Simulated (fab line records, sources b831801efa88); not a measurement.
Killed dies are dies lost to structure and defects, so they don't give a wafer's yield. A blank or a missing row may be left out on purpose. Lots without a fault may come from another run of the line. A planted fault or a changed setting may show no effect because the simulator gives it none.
Chamber matching | flow gf180mcu | GF_STI_CMP_25 on cmp-01: 4 sister chambers
The step polishes, stops on Si3N4, t overpolish 33 s, target thk 524.6 nm. 4 wafers are shown with their chamber, then 7 later ones without.

WAFERS WITH THEIR CHAMBER
wafer  | chamber | motor_current_A (A)
L303.1 | 3       | 12.7
L304.5 | 0       | 12.7
L306.2 | 1       | 11.1
L306.4 | 2       | 11.3

WAFERS WITHOUT THEIR CHAMBER
wafer  | motor_current_A (A)
L306.5 | 11.5
L307.2 | 10.9
L307.4 | 11.5
L307.6 | 11.4
L320.4 | 11.8
L320.5 | 11.4
L320.6 | 12.8

WHICH CHAMBER EACH WENT THROUGH
wafer  | from the rows above               | in truth
L306.5 | can't be placed: 2 or 1           | 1
L307.2 | can't be placed: 1 or 2           | 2
L307.4 | can't be placed: 2 or 1           | 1
L307.6 | can't be placed: 2 or 1           | 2
L320.4 | can't be placed: 2 or 1 or 0 or 3 | 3
L320.5 | can't be placed: 2 or 1           | 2
L320.6 | can't be placed: 0 or 3           | 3
Placed correctly: 0 of 7. Can't be placed from these rows: 7 (the true chamber is among the candidates in 7). Placed wrongly: 0.
How it was worked out, from the rows above alone: a wafer's distance from a chamber is the root of the sum, over the readings, of the square of ((its reading less the chamber's mean) divided by the reading's scatter). The wafer belongs to the nearest chamber; if the next one is less than 2 further off, it can't be placed. A chamber's mean is the mean of its shown wafers. The scatter: with one shown wafer a chamber, the root of the mean of the squares of how far each hidden wafer lies from its nearest shown one.
